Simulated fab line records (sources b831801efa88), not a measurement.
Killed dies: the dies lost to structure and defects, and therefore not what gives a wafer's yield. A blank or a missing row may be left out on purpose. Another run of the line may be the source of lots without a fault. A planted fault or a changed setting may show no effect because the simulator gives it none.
2 desks, one fault -- flow sky130 -- what lay behind the numbers comes last; until then each desk has only its own

FROM THE METROLOGY DESK
Means of the sampled wafers that have a number, per lot and without regard to the tool the lot ran on: this is what the gauges read. Marked OUT: a lot whose mean sits more than 4 standard deviations from the usual mean, which makes it out of limits; the brackets give that distance.
Columns: A = METAL2_OVL at SKY_METAL2_OVL_MEAS_16, usual -3 nm
lot,first seen here,A
L369,day 35 02:23,2
L370,day 35 13:15,3
L371,day 35 20:14,2
L373,day 36 15:19,-3
L375,day 37 01:50,-2
L376,day 37 14:24,2
L381,day 39 11:23,-2
L382,day 39 17:17,-3
L386,day 40 14:36,-1
L385,day 40 15:13,-3
L388,day 41 03:36,-5
L391,day 41 23:15,-3
This desk found nothing out of limits on any of the 12 lots.

AT THE TOOL OWNER'S DESK: litho_track-02
The tool's own readings at SKY_METAL2_COAT_10 (resist thk 447.1 nm): means of the sampled wafers that have a number, for each lot that ran on this tool. Marked OUT: a lot whose mean sits more than 4 standard deviations from the usual mean, which makes it out of limits; the brackets give that distance.
Columns: A = spin_speed_rpm at SKY_METAL2_COAT_10, usual 3000.0 rpm
lot,first seen here,A
L375,day 36 12:00,3000.6
L376,day 37 01:00,2999.1
L381,day 38 22:00,2753.2 (-99 or more) OUT
L382,day 39 05:00,2754.9 (-99 or more) OUT
Finding of this desk: L381, L382 out of limits; the first was L381 at day 38 22:00, on spin_speed_rpm at SKY_METAL2_COAT_10. Within limits: L375, L376.

TAKEN TOGETHER
An alarm could have come from the tool owner's desk at day 38 22:00, on L381, L382.
The metrology desk saw nothing out of limits.
The metrology desk has L381, L382 on record, within its limits.
Of the lots named, all ran SKY_METAL2_COAT_10 on litho_track-02.

WHAT WAS PUT IN BY THE SIMULATOR
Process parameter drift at SKY_METAL2_COAT_10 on litho_track-02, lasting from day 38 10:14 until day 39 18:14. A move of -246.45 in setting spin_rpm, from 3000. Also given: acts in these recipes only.
Shown lots that were struck: L381, L382.
Each desk's first reading out of limits, in hours after the fault started: the tool owner's desk, 12.
